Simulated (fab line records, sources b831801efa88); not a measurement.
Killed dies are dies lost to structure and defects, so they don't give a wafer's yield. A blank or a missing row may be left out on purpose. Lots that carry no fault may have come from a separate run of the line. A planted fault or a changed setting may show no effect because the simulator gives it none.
Which tool did it?	flow sky130	9 lots with 27 wafers sampled at 5 steps, on a route of 708 steps

WHAT THE GAUGES SHOWED, per wafer
SKY_CAP2M_RS_MEAS_03: a four-point-probe measurement.
lot	measured	on	CAP2M_TIN_RS (ohm/sq)
L778	day 40 17:49	filmMetro-04	6.88 6.85 6.97
L781	day 41 20:16	filmMetro-04	6.96 6.91 6.99
L783	day 42 16:53	filmMetro-02	6.92 6.86 6.88
L784	day 43 00:12	filmMetro-04	7.93 7.90 7.95
L785	day 43 03:26	filmMetro-02	7.01 7.95 6.98
L786	day 43 04:23	filmMetro-03	7.00 7.00 6.98
L791	day 44 09:37	filmMetro-04	6.86 6.83 6.84
L792	day 44 17:23	filmMetro-02	6.90 6.86 6.87
L797	day 46 02:01	filmMetro-04	6.85 6.85 6.90

WHAT TOOL EACH LOT RAN ON (gives the tool, then ch and the chambers of the sampled wafers, and finally the start)
lot	SKY_VIA2_ETCH_14	SKY_VIA2_CMP_24	SKY_METAL3_SPUTTER_03	SKY_CAP2M_SPUTTER_02
L778	rieDiel-03 ch 1,3, day 37 07:55	cmp-01 ch 0,2, day 37 09:10	pvdSputter-02, day 37 09:30	pvdSputter-01, day 40 17:42
L781	rieDiel-01 ch 1,2,3, day 38 12:22	cmp-02 ch 0,1, day 38 13:35	pvdSputter-02, day 38 13:58	pvdSputter-02, day 41 20:09
L783	rieDiel-03 ch 0,1,3, day 39 10:44	cmp-02 ch 1,2,3, day 39 11:51	pvdSputter-03, day 39 12:14	pvdSputter-03, day 42 16:47
L784	rieDiel-04 ch 0,1, day 39 17:52	cmp-01 ch 0,1, day 39 19:04	pvdSputter-03, day 39 19:24	pvdSputter-03, day 43 00:04
L785	rieDiel-01 ch 0,1,2, day 39 20:31	cmp-01 ch 1,2,3, day 39 21:48	pvdSputter-01, day 39 22:11	pvdSputter-03, day 43 03:19
L786	rieDiel-03 ch 1,3, day 39 21:44	cmp-01 ch 0,2, day 39 22:57	pvdSputter-02, day 39 23:20	pvdSputter-01, day 43 04:16
L791	rieDiel-04 ch 0,1,3, day 41 05:28	cmp-01 ch 1,2,3, day 41 06:38	pvdSputter-02, day 41 07:02	pvdSputter-02, day 44 09:29
L792	rieDiel-01 ch 1,2,3, day 41 12:53	cmp-01 ch 1,2, day 41 13:58	pvdSputter-01, day 41 14:21	pvdSputter-02, day 44 17:17
L797	rieDiel-04 ch 0,2,3, day 43 00:31	cmp-02 ch 0,2,3, day 43 01:43	pvdSputter-03, day 43 02:01	pvdSputter-01, day 46 01:54
- SKY_VIA2_ETCH_14: etches BARC in N2/H2, stops on SiO2, time 45.9 s, target depth 60 nm.
- SKY_VIA2_CMP_24: polishes, stops on SiO2, t overpolish 20 s, target thk 0 nm.
- SKY_METAL3_SPUTTER_03: material Ti, target thk 5 nm, time 3.3 s.
- SKY_CAP2M_SPUTTER_02: material TiN, target thk 200 nm, time 166.7 s.

THE ANSWER, worked out from the rows above alone
Rule: usual is defined by the lots themselves. Put in order of their means at a reading, lots are off if they are a third of the lots or fewer, leave a main group of 4 or more, and stand apart from it by a gap of 3 or more times the standard deviation of the main group's means; of several such gaps the widest counts. A main group is skipped when, at the precision printed for the reading in the tables above, its means are all equal. A lot without any number at a reading at which 4 lots or more have one is off too. Where the step has rows for the other lots, those lots are counted as sound.
Off: at SKY_CAP2M_RS_MEAS_03 (CAP2M_TIN_RS), L784, L785. Main group: mean 6.90 ohm/sq, sd 0.049.
If a tool, at a process step before that reading, ran all the lots that are off and no sound lot after the first of them, it fits. Those tools and the gauges at SKY_CAP2M_RS_MEAS_03 are tried in the same way. One fits: SKY_CAP2M_SPUTTER_02 on pvdSputter-03. A fault onset in the window from L783 (day 42 16:47, its last sound lot) to L784 (day 43 00:04, its first lot off) fits.

WHAT WAS PUT IN BY THE SIMULATOR
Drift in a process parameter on pvdSputter-03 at SKY_CAP2M_SPUTTER_02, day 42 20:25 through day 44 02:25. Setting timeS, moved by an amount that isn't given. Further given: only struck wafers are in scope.
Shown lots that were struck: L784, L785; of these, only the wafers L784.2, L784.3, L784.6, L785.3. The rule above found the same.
